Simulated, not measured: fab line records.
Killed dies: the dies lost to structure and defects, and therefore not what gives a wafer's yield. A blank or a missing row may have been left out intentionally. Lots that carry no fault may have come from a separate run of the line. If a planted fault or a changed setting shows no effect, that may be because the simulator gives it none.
What tool caused it? || flow gf180mcu || 18 wafers sampled from 6 lots at 1 step of a route of 602

## WHAT THE GAUGES READ, wafer by wafer
GF_CONTACT_OVL_MEAS_15.
{"lot": "L263", "measured": "day 16 13:42", "on": "overlay-02", "CONTACT_OVL (nm)": "-15 -9 -8"}
{"lot": "L265", "measured": "day 17 03:21", "on": "overlay-01", "CONTACT_OVL (nm)": "-2 3 -2"}
{"lot": "L267", "measured": "day 18 04:13", "on": "overlay-02", "CONTACT_OVL (nm)": "0 -9 4"}
{"lot": "L269", "measured": "day 18 14:32", "on": "overlay-01", "CONTACT_OVL (nm)": "-6 -7 -4"}
{"lot": "L272", "measured": "day 19 17:35", "on": "overlay-02", "CONTACT_OVL (nm)": "12 4 3"}
{"lot": "L277", "measured": "day 21 15:06", "on": "overlay-02", "CONTACT_OVL (nm)": "18 9 8"}

## WHICH TOOL RAN EACH LOT (tool, then ch and the chambers of the sampled wafers, then the start)
The record holds no process step before these readings.

## THE ANSWER, worked out from the rows above alone
Rule: what is usual is taken from the lots themselves. The widest of any qualifying gaps counts: lots, ordered by their means at a reading, are off when they make up no more than a third of the lots, leave a main group of 4 or more, and stand apart from it by 3 or more times the standard deviation of that group's means. A main group is skipped when, at the precision printed for the reading in the tables above, its means are all equal. Also off: a lot with no number at a reading for which 4 or more lots have one. Where the step has rows for the other lots, those lots are counted as sound.
Nothing can be told from this: no lot is off at any reading shown.

## WHAT THE SIMULATOR PUT IN
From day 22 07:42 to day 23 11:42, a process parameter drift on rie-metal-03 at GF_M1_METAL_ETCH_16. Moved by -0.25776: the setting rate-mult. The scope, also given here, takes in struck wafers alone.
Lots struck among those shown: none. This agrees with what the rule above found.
